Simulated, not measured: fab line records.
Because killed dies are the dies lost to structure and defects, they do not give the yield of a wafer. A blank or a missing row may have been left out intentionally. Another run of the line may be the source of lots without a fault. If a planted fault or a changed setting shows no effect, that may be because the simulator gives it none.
fab line records	flow sfq-line	part 1 of 2: steps 1 to 26 of 37
[record] lots = 5	wafers = 15	last-day = 95
route steps=325 shown R5@213 I5@228 C5@240
lots that met no fault: from a run of the same line without faults
start-h: the number of hours between the record's first day and the start of the first shown wafer of the lot	wait-h: how many hours have passed since the lot's step before this one	" unchanged from the row above	L1.1+2: several wafers, shown together as one row	- no value present, or no start provided	* or withheld: withheld	< > ~ a bound
route shown NAME@n: NAME is a module with steps in the file, n the number in the route of the first one	usual: mean/standard deviation of fault-free wafers	same: alike in all rows	chamber/n: place in a boat	sites: the reading at each site	_std_site: the values' standard deviation	_edge_site: mean of outer sites minus mean of inner sites	radius-mm: for every site, how far away it sits from the centre of the wafer	mask NAME#n: copy n	behind: tool/chamber where the wafer was last shaped	hold: why the lot was held/for how many hours/how that ended	device: transistor that didn't switch, given as n, p or np	end of line: the tests these same wafers got at the end of their route	for a step that has no rows: nothing shown but its recipe	killed: at the first sort, the dies lost to defects and structure; wafer yield is something else	map: shows each die of a wafer: x if killed, . if not, _ if none is there
set.NAME: the setting as run; set.NAME@STEP: as run at that earlier step	model.NAME: the simulator's own value behind a step, which no gauge read
lots at some steps of the route; a table a step, a row a wafer
services: when a tool's chamber went out of use (start-h, in hours from the record's first day, below 0 if earlier), for how many hours, and the reason
[[steps]]
[step SFQ_TRILAYER_R5_DEP_SPUTTER_133]
[recipe] material = MoNx	base-pressure-pa = 1.33e-06	target-thk-nm = 40	power-w = 1000	time-s = 66.7	chamber-pressure-pa = 0.4
[usual] throttle-valve-pct = 30.2/1.3
[same] time-s = 66.7
lot.wafer	tool	chamber	start-h	wait-h	throttle-valve-pct
L079.2	pvd-sputter-04	-	1459.40	0.0	31.3
L079.5	"	-	"	"	31.4
L079.6	"	-	"	"	30.5
L082.2	pvd-sputter-05	-	1478.68	0.0	26.6
L082.3	"	-	"	"	30.0
L082.6	"	-	"	"	26.8
L087.2	pvd-sputter-05	-	1623.69	0.0	30.1
L087.5	"	-	"	"	31.4
L087.6	"	-	"	"	26.9
L095.1	pvd-sputter-03	-	1755.48	0.0	30.8
L095.5	"	-	"	"	31.0
L095.6	"	-	"	"	28.5
L097.2	pvd-sputter-05	-	1762.12	0.0	31.2
L097.4	"	-	"	"	26.6
L097.5	"	-	"	"	29.9
[step SFQ_TRILAYER_R5_DEP_SPUTTER_134]
[recipe] material = Ti	base-pressure-pa = 1.33e-06	target-thk-nm = 5	power-w = 2000	time-s = 5	chamber-pressure-pa = 0.4
[usual] throttle-valve-pct = 30.2/1.3
[same] time-s = 5
lot.wafer	tool	chamber	start-h	wait-h	throttle-valve-pct
L079.2	pvd-sputter-04	-	1459.46	0.0	31.6
L079.5	"	-	"	"	31.4
L079.6	"	-	"	"	30.9
L082.2	pvd-sputter-05	-	1478.74	0.0	26.9
L082.3	"	-	"	"	29.9
L082.6	"	-	"	"	26.7
L087.2	pvd-sputter-05	-	1623.74	0.0	30.0
L087.5	"	-	"	"	31.6
L087.6	"	-	"	"	26.9
L095.1	pvd-sputter-03	-	1755.53	0.0	31.2
L095.5	"	-	"	"	30.9
L095.6	"	-	"	"	28.4
L097.2	pvd-sputter-05	-	1762.18	0.0	31.3
L097.4	"	-	"	"	26.9
L097.5	"	-	"	"	29.8
[step SFQ_R5_RS_MEAS_933]
[recipe] thk-meas-gauge = four-point-probe	reads = Ti_of_TRILAYER_R5_DEP_SPUTTER_134+MoNx_of_TRILAYER_R5_DEP_SPUTTER_133+Ti_of_TRILAYER_R5_DEP_SPUTTER_132
[usual] R5_MONX_RS = 7.06/0.076
lot.wafer	tool	chamber	start-h	wait-h	R5_MONX_RS[ohm/sq]
L079.2	film-metro-03	-	1459.49	0.0	7.08
L079.5	"	-	"	"	7.07
L079.6	"	-	"	"	7.15
L082.2	film-metro-03	-	1478.77	0.0	6.95
L082.3	"	-	"	"	6.95
L082.6	"	-	"	"	6.99
L087.2	film-metro-02	-	1623.78	0.0	7.06
L087.5	"	-	"	"	7.01
L087.6	"	-	"	"	6.99
L095.1	film-metro-03	-	1755.55	0.0	6.99
L095.5	"	-	"	"	6.98
L095.6	"	-	"	"	6.99
L097.2	film-metro-04	-	1762.22	0.0	7.10
L097.4	"	-	"	"	7.05
L097.5	"	-	"	"	7.07
[step SFQ_R5_THK_MEAS_934]
[recipe] thk-meas-gauge = xrf	reads = MoNx_of_TRILAYER_R5_DEP_SPUTTER_133
[usual] R5_MONX_THK = 39.6/0.53
lot.wafer	tool	chamber	start-h	wait-h	R5_MONX_THK[nm]
L079.2	film-metro-03	-	1459.60	0.1	39.5
L079.5	"	-	"	"	39.7
L079.6	"	-	"	"	39.2
L082.2	film-metro-03	-	1478.88	0.1	40.4
L082.3	"	-	"	"	40.6
L082.6	"	-	"	"	40.6
L087.2	film-metro-02	-	1623.89	0.1	39.1
L087.5	"	-	"	"	39.6
L087.6	"	-	"	"	39.6
L095.1	film-metro-03	-	1755.67	0.1	40.3
L095.5	"	-	"	"	40.3
L095.6	"	-	"	"	40.1
L097.2	film-metro-04	-	1762.33	0.1	38.9
L097.4	"	-	"	"	39.5
L097.5	"	-	"	"	39.2
[step SFQ_TRILAYER_R5_LITHO_COAT_141]
[recipe] resist = BARC	spin-rpm = 3000	resist-thk-nm = 62
lot.wafer	tool	chamber	start-h	wait-h
L079.2+5+6	litho-track-04	0	1459.70	0.1
L082.2+3+6	litho-track-01	0	1478.98	0.1
L087.2+5+6	litho-track-04	0	1623.99	0.1
L095.1+5+6	litho-track-04	0	1755.73	0.1
L097.2+4+5	litho-track-04	0	1762.43	0.1
[step SFQ_TRILAYER_R5_LITHO_COAT_136]
[recipe] resist = KrF	spin-rpm = 3000	resist-thk-nm = 600
lot.wafer	tool	chamber	start-h	wait-h
L079.2+5+6	litho-track-04	0	1460.00	0.2
L082.2+3+6	litho-track-01	0	1479.28	0.2
L087.2+5+6	litho-track-04	0	1624.29	0.2
L095.1+5+6	litho-track-04	0	1756.03	0.2
L097.2+4+5	litho-track-04	0	1762.73	0.2
[step SFQ_TRILAYER_R5_LITHO_SOFTBAKE_140]
[recipe] temp-c = withheld	time-s = withheld	resist = KrF
lot.wafer	tool	chamber	start-h	wait-h
L079.2+5+6	litho-track-04	0	1460.28	0.2
L082.2+3+6	litho-track-01	0	1479.56	0.2
L087.2+5+6	litho-track-04	0	1624.57	0.2
L095.1+5+6	litho-track-04	0	1756.33	0.2
L097.2+4+5	litho-track-04	0	1763.00	0.2
[step SFQ_TRILAYER_R5_LITHO_EXPOSE_137]
[recipe] mask-id = R5	na = 0.6	source-shape = conventional	sigma-outer = 0.65	target-cd-nm = 500	dose-mj = 14.4
lot.wafer	tool	chamber	start-h	wait-h	mask
L079.2+5+6	krf-scanner-02	0	1588.03	-	R5#0
L082.2+3+6	krf-scanner-01	0	1609.64	-	R5#0
L087.2+5+6	krf-scanner-01	0	1738.00	-	R5#0
L095.1+5+6	krf-scanner-02	0	1771.54	-	R5#0
L097.2+4+5	krf-scanner-02	0	1778.94	-	R5#0
[step SFQ_TRILAYER_R5_LITHO_PEB_139]
[recipe] peb-temp-c = 115	peb-time-s = 60	resist = KrF
lot.wafer	tool	chamber	start-h	wait-h
L079.2+5+6	litho-track-01	0	1589.06	0.8
L082.2+3+6	litho-track-04	0	1610.66	0.8
L087.2+5+6	litho-track-01	0	1739.03	0.8
L095.1+5+6	litho-track-02	0	1772.74	1.0
L097.2+4+5	litho-track-04	0	1779.96	0.8
[step SFQ_TRILAYER_R5_LITHO_DEVELOP_138]
[recipe] time-s = 60	resist = KrF
[same] time-s = 60
lot.wafer	tool	chamber	start-h	wait-h
L079.2+5+6	litho-track-01	0	1589.21	0.1
L082.2+3+6	litho-track-04	0	1610.81	0.1
L087.2+5+6	litho-track-01	0	1739.18	0.1
L095.1+5+6	litho-track-02	0	1772.89	0.1
L097.2+4+5	litho-track-04	0	1780.11	0.1
[step SFQ_R5_OVL_MEAS_935]
[usual] R5_OVL = 2/5.7
lot.wafer	tool	chamber	start-h	wait-h	R5_OVL[nm]
L079.2	overlay-01	-	1589.34	0.1	-11
L079.5	"	-	"	"	-7
L079.6	"	-	"	"	-11
L082.2	overlay-01	-	1610.95	0.1	0
L082.3	"	-	"	"	-7
L082.6	"	-	"	"	0
L087.2	overlay-02	-	1739.31	0.1	6
L087.5	"	-	"	"	6
L087.6	"	-	"	"	6
L095.1	overlay-02	-	1773.04	0.1	2
L095.5	"	-	"	"	1
L095.6	"	-	"	"	0
L097.2	overlay-02	-	1780.24	0.1	4
L097.4	"	-	"	"	0
L097.5	"	-	"	"	6
[step SFQ_TRILAYER_R5_BARC_OPEN_METAL_ETCH_177]
[recipe] mask-material = PR	chemistry = O2	target-depth-nm = 125	target = BARC	icp-w = 600	bias-w = 80	pressure-mtorr = 10	time-s = 41.7
[usual] chamber-pressure-mTorr = 10.000/0.0092	drypump-motor-current-A = 5.7/0.42	he-backside-leak-sccm = 3.33/0.21	oes-product-au = 0.685/0.0044
[same] time-s = 41.7
lot.wafer	tool	chamber	start-h	wait-h	chamber-pressure-mTorr	drypump-motor-current-A	he-backside-leak-sccm	oes-product-au	rf-hours-counter-h
L079.2	rie-metal-03	1	1589.37	0.0	9.994	5.3	3.14	0.681	37
L079.5	"	0	"	"	10.012	5.4	3.49	0.684	-
L079.6	"	1	"	"	9.995	5.3	3.13	0.682	-
L082.2	rie-metal-03	0	1610.98	0.0	10.010	5.4	3.19	0.677	50
L082.3	"	0	"	"	9.994	5.4	3.24	0.682	-
L082.6	"	0	"	"	9.995	5.3	3.23	0.684	-
L087.2	rie-metal-03	0	1739.34	0.0	10.000	5.4	3.35	0.688	64
L087.5	"	0	"	"	10.001	5.4	3.49	0.693	-
L087.6	"	1	"	"	9.997	5.3	3.29	0.687	-
L095.1	rie-metal-03	0	1773.07	0.0	9.991	5.4	3.37	0.679	73
L095.5	"	1	"	"	10.021	5.3	3.26	0.683	-
L095.6	"	0	"	"	10.007	5.4	3.28	0.689	-
L097.2	rie-metal-02	1	1780.27	0.0	9.995	6.3	3.15	0.693	35
L097.4	"	0	"	"	10.004	5.4	3.32	0.682	-
L097.5	"	1	"	"	10.015	6.2	3.35	0.689	-
[step SFQ_TRILAYER_R5_ETCH_METAL_ETCH_139]
[recipe] stop-on = SiO2	mask-material = PR	chemistry = Cl2	target-depth-nm = 60	icp-w = 600	bias-w = 80	pressure-mtorr = 10	time-s = 40
[usual] chamber-pressure-mTorr = 9.999/0.0093	drypump-motor-current-A = 5.7/0.42	he-backside-leak-sccm = 3.33/0.24	oes-product-au = 0.991/0.0054
[same] time-s = 40
lot.wafer	tool	chamber	start-h	wait-h	chamber-pressure-mTorr	drypump-motor-current-A	he-backside-leak-sccm	oes-product-au	rf-hours-counter-h
L079.2	rie-metal-03	1	1589.43	0.0	9.998	5.3	3.20	0.993	37
L079.5	"	0	"	"	9.994	5.4	3.35	0.989	-
L079.6	"	1	"	"	10.003	5.3	3.17	0.987	-
L082.2	rie-metal-03	0	1611.06	0.1	9.990	5.4	3.24	0.994	50
L082.3	"	0	"	"	9.982	5.4	3.34	0.993	-
L082.6	"	0	"	"	10.002	5.4	3.28	1.000	-
L087.2	rie-metal-03	0	1739.40	0.0	9.994	5.4	3.39	0.995	64
L087.5	"	0	"	"	9.996	5.4	3.34	0.991	-
L087.6	"	1	"	"	9.986	5.3	3.23	0.994	-
L095.1	rie-metal-03	0	1773.13	0.0	10.000	5.4	3.42	0.989	73
L095.5	"	1	"	"	10.000	5.3	3.13	0.988	-
L095.6	"	0	"	"	10.015	5.3	3.45	0.992	-
L097.2	rie-metal-02	1	1780.33	0.0	10.000	6.3	3.39	0.989	35
L097.4	"	0	"	"	10.014	5.4	3.21	0.987	-
L097.5	"	1	"	"	9.996	6.3	3.24	0.987	-
[step SFQ_TRILAYER_R5_STRIP_STRIP_140]
[recipe] gas = O2	power-w = 200	platen-temp-c = 40	overash-fraction = 0.65	chemistry = O2	pressure-mtorr = 50
[usual] chamber-pressure-mTorr = 50.00/0.043	drypump-motor-current-A = 5.7/0.42	he-backside-leak-sccm = 3.4/0.34	oes-product-au = 1.002/0.0072
lot.wafer	tool	chamber	start-h	wait-h	chamber-pressure-mTorr	drypump-motor-current-A	he-backside-leak-sccm	oes-product-au	rf-hours-counter-h
L079.2	rie-metal-03	1	1589.49	0.0	50.04	5.3	3.3	0.999	37
L079.5	"	0	"	"	50.00	5.4	3.3	1.008	-
L079.6	"	1	"	"	50.02	5.3	3.2	1.012	-
L082.2	rie-metal-03	0	1611.13	0.1	49.95	5.4	3.3	1.009	50
L082.3	"	0	"	"	50.00	5.4	3.2	1.002	-
L082.6	"	0	"	"	50.01	5.3	3.1	0.998	-
L087.2	rie-metal-03	0	1739.46	0.0	49.92	5.4	3.4	1.012	64
L087.5	"	0	"	"	49.92	5.4	3.3	1.000	-
L087.6	"	1	"	"	50.06	5.3	3.3	0.991	-
L095.1	rie-metal-03	0	1773.19	0.0	50.00	5.4	3.4	0.998	73
L095.5	"	1	"	"	49.92	5.3	3.2	1.000	-
L095.6	"	0	"	"	49.97	5.4	3.5	1.001	-
L097.2	rie-metal-02	1	1780.39	0.0	49.89	6.2	3.1	1.002	35
L097.4	"	0	"	"	50.05	5.4	3.3	1.010	-
L097.5	"	1	"	"	50.01	6.2	3.2	1.002	-
[step SFQ_TRILAYER_R5_STRIP_SOLV_CLEAN_141]
[recipe] chemistry = NMP	temp-c = 70	time-s = 600
[usual] temp-c = 70.01/0.13
[same] time-s = 600
lot.wafer	tool	chamber	start-h	wait-h	temp-c
L079.2	wet-bench-03	4	1590.09	0.4	70.15
L079.5	"	5	"	"	69.95
L079.6	"	1	"	"	69.98
L082.2	wet-bench-04	1	1611.93	0.5	70.27
L082.3	"	3	"	"	70.29
L082.6	"	2	"	"	69.93
L087.2	wet-bench-03	7	1740.06	0.4	69.91
L087.5	"	6	"	"	69.92
L087.6	"	0	"	"	69.86
L095.1	wet-bench-02	5	1773.79	0.4	70.06
L095.5	"	1	"	"	69.85
L095.6	"	4	"	"	70.12
L097.2	wet-bench-02	5	1780.99	0.4	70.00
L097.4	"	4	"	"	69.97
L097.5	"	3	"	"	69.82
[step SFQ_TRILAYER_A5C_DEP_PECVD_142]
[recipe] material = SiO2	temp-c = 150	time-s = 15.556	pressure-torr = 2.4	rf-w = 183.3	precursor = SiH4/N2O	target-thk-nm = 70
[usual] heater-power-w = 77/18	throttle-valve-pct = 25.2/1.1
[same] time-s = 15.556
lot.wafer	tool	chamber	start-h	wait-h	heater-power-w	throttle-valve-pct
L079.2	pecvd-03	2	1590.26	0.0	42	26.2
L079.5	"	0	"	"	94	24.3
L079.6	"	2	"	"	43	26.0
L082.2	pecvd-03	2	1612.12	0.0	47	26.2
L082.3	"	1	"	"	96	24.8
L082.6	"	0	"	"	96	24.3
L087.2	pecvd-03	1	1740.23	0.0	89	25.0
L087.5	"	0	"	"	82	24.6
L087.6	"	1	"	"	87	25.2
L095.1	pecvd-03	2	1773.97	0.0	43	27.3
L095.5	"	1	"	"	96	25.2
L095.6	"	0	"	"	95	24.6
L097.2	pecvd-03	1	1781.34	0.0	94	25.2
L097.4	"	2	"	"	43	26.9
L097.5	"	0	"	"	94	24.5
[step SFQ_TRILAYER_I5_LITHO_COAT_149]
[recipe] resist = BARC	spin-rpm = 3000	resist-thk-nm = 62
lot.wafer	tool	chamber	start-h	wait-h
L079.2+5+6	litho-track-01	0	1590.34	0.1
L082.2+3+6	litho-track-02	0	1612.20	0.1
L087.2+5+6	litho-track-02	0	1740.31	0.1
L095.1+5+6	litho-track-03	0	1773.99	0.0
L097.2+4+5	litho-track-02	0	1781.42	0.1
[step SFQ_TRILAYER_I5_LITHO_COAT_144]
[recipe] resist = KrF	spin-rpm = 3000	resist-thk-nm = 650
lot.wafer	tool	chamber	start-h	wait-h
L079.2+5+6	litho-track-01	0	1590.64	0.2
L082.2+3+6	litho-track-02	0	1612.50	0.2
L087.2+5+6	litho-track-02	0	1740.61	0.2
L095.1+5+6	litho-track-03	0	1774.29	0.2
L097.2+4+5	litho-track-02	0	1781.72	0.2
[step SFQ_TRILAYER_I5_LITHO_SOFTBAKE_148]
[recipe] temp-c = withheld	time-s = withheld	resist = KrF
lot.wafer	tool	chamber	start-h	wait-h
L079.2+5+6	litho-track-01	0	1590.91	0.2
L082.2+3+6	litho-track-02	0	1612.77	0.2
L087.2+5+6	litho-track-02	0	1740.88	0.2
L095.1+5+6	litho-track-03	0	1774.59	0.2
L097.2+4+5	litho-track-02	0	1781.99	0.2
[step SFQ_TRILAYER_I5_LITHO_EXPOSE_145]
[recipe] mask-id = I5	na = 0.6	source-shape = conventional	sigma-outer = 0.65	target-cd-nm = 700	dose-mj = 21.3
lot.wafer	tool	chamber	start-h	wait-h	mask
L079.2+5+6	krf-scanner-01	0	1713.00	-	I5#0
L082.2+3+6	krf-scanner-01	0	1727.20	-	I5#0
L087.2+5+6	krf-scanner-02	0	1750.14	-	I5#0
L095.1+5+6	krf-scanner-02	0	1790.54	-	I5#0
L097.2+4+5	krf-scanner-01	0	1797.68	-	I5#0
[step SFQ_TRILAYER_I5_LITHO_PEB_147]
[recipe] peb-temp-c = 115	peb-time-s = 60	resist = KrF
lot.wafer	tool	chamber	start-h	wait-h
L079.2+5+6	litho-track-03	0	1714.03	0.8
L082.2+3+6	litho-track-01	0	1728.23	0.8
L087.2+5+6	litho-track-01	0	1751.16	0.8
L095.1+5+6	litho-track-02	0	1791.74	1.0
L097.2+4+5	litho-track-03	0	1798.70	0.8
[step SFQ_TRILAYER_I5_LITHO_DEVELOP_146]
[recipe] time-s = 60	resist = KrF
[same] time-s = 60
lot.wafer	tool	chamber	start-h	wait-h
L079.2+5+6	litho-track-03	0	1714.18	0.1
L082.2+3+6	litho-track-01	0	1728.38	0.1
L087.2+5+6	litho-track-01	0	1751.31	0.1
L095.1+5+6	litho-track-02	0	1791.89	0.1
L097.2+4+5	litho-track-03	0	1798.85	0.1
[step SFQ_I5_OVL_MEAS_936]
[usual] I5_OVL = -2/5.4
lot.wafer	tool	chamber	start-h	wait-h	I5_OVL[nm]
L079.2	overlay-02	-	1714.31	0.1	-9
L079.5	"	-	"	"	-13
L079.6	"	-	"	"	-11
L082.2	overlay-02	-	1728.51	0.1	-1
L082.3	"	-	"	"	-3
L082.6	"	-	"	"	0
L087.2	overlay-02	-	1751.44	0.1	4
L087.5	"	-	"	"	4
L087.6	"	-	"	"	8
L095.1	overlay-02	-	1792.04	0.1	-3
L095.5	"	-	"	"	-7
L095.6	"	-	"	"	6
L097.2	overlay-02	-	1798.98	0.1	-11
L097.4	"	-	"	"	-8
L097.5	"	-	"	"	-13
[step SFQ_TRILAYER_I5_BARC_OPEN_VIA_ETCH_200]
[recipe] mask-material = PR	chemistry = O2	target-depth-nm = 125	target = BARC	source-w = 500	bias-w = 80	pressure-mtorr = 30	time-s = 41.7
[usual] chamber-pressure-mTorr = 29.999/0.029	drypump-motor-current-A = 5.5/0.51	oes-product-au = 0.685/0.0048
[same] time-s = 41.7
lot.wafer	tool	chamber	start-h	wait-h	chamber-pressure-mTorr	drypump-motor-current-A	oes-product-au	rf-hours-counter-h
L079.2	rie-diel-04	1	1714.34	0.0	30.031	5.6	0.682	16
L079.5	"	2	"	"	29.974	4.7	0.680	-
L079.6	"	3	"	"	30.003	5.0	0.678	-
L082.2	rie-diel-01	3	1728.54	0.0	30.012	5.7	0.688	12
L082.3	"	1	"	"	30.004	5.3	0.679	14
L082.6	"	1	"	"	29.985	5.3	0.688	-
L087.2	rie-diel-04	2	1751.47	0.0	30.004	4.6	0.681	1
L087.5	"	3	"	"	29.995	5.0	0.689	-
L087.6	"	0	"	"	30.004	6.5	0.685	-
L095.1	rie-diel-04	0	1792.07	0.0	29.972	6.6	0.688	2
L095.5	"	2	"	"	29.991	4.7	0.685	-
L095.6	"	1	"	"	29.976	5.6	0.681	-
L097.2	rie-diel-03	2	1799.01	0.0	30.010	5.6	0.681	3
L097.4	"	1	"	"	29.963	5.7	0.685	20
L097.5	"	0	"	"	29.978	5.6	0.684	-
[step SFQ_TRILAYER_I5_ETCH_VIA_ETCH_147]
[recipe] stop-on = Nb	mask-material = PR	chemistry = CHF3	target-depth-nm = 360	source-w = 500	bias-w = 80	pressure-mtorr = 30	time-s = withheld
[usual] chamber-pressure-mTorr = 30.000/0.028	drypump-motor-current-A = 5.5/0.51	oes-product-au = 0.991/0.0053
lot.wafer	tool	chamber	start-h	wait-h	chamber-pressure-mTorr	drypump-motor-current-A	oes-product-au
L079.2	rie-diel-04	1	1714.38	0.0	29.983	5.6	0.988
L079.5	"	2	"	"	29.994	4.7	0.986
L079.6	"	3	"	"	29.985	5.0	0.997
L082.2	rie-diel-01	3	1728.58	0.0	30.018	5.7	0.997
L082.3	"	1	"	"	30.014	5.3	0.995
L082.6	"	1	"	"	30.006	5.3	0.997
L087.2	rie-diel-04	2	1751.51	0.0	30.002	4.7	0.996
L087.5	"	3	"	"	29.960	4.9	0.988
L087.6	"	0	"	"	29.964	6.5	0.985
L095.1	rie-diel-04	0	1792.11	0.0	29.948	6.6	0.994
L095.5	"	2	"	"	29.975	4.7	0.991
L095.6	"	1	"	"	30.029	5.6	0.989
L097.2	rie-diel-03	2	1799.05	0.0	29.984	5.6	0.983
L097.4	"	1	"	"	29.952	5.7	0.995
L097.5	"	0	"	"	29.960	5.7	0.988
[step SFQ_TRILAYER_I5_STRIP_STRIP_148]
[recipe] gas = O2	power-w = 200	platen-temp-c = 40	overash-fraction = 0.65	chemistry = O2	pressure-mtorr = 50
[usual] chamber-pressure-mTorr = 50.00/0.049	drypump-motor-current-A = 5.6/0.33	he-backside-leak-sccm = 3.32/0.19	oes-product-au = 1.002/0.0083
lot.wafer	tool	chamber	start-h	wait-h	chamber-pressure-mTorr	drypump-motor-current-A	he-backside-leak-sccm	oes-product-au	rf-hours-counter-h
L079.2	rie-metal-02	0	1714.53	-	50.06	5.4	3.48	1.004	83
L079.5	"	1	"	"	50.08	6.2	3.26	1.003	-
L079.6	"	0	"	"	49.91	5.4	3.34	1.002	-
L082.2	rie-metal-02	0	1728.93	-	49.97	5.4	3.14	1.004	-
L082.3	"	0	"	"	50.00	5.4	3.03	1.006	-
L082.6	"	0	"	"	49.99	5.4	2.94	1.009	-
L087.2	rie-metal-03	1	1751.66	-	49.98	5.3	3.33	0.992	55
L087.5	"	0	"	"	50.03	5.4	3.30	0.998	-
L087.6	"	1	"	"	49.99	5.3	3.22	0.992	-
L095.1	rie-metal-03	0	1792.26	-	50.12	5.4	3.31	1.004	77
L095.5	"	1	"	"	50.05	5.3	3.23	1.008	-
L095.6	"	0	"	"	49.99	5.4	3.37	1.021	-
L097.2	rie-metal-02	0	1799.20	-	49.90	5.4	3.31	0.997	101
L097.4	"	1	"	"	49.99	6.3	3.39	1.011	-
L097.5	"	1	"	"	50.00	6.2	3.33	1.001	-
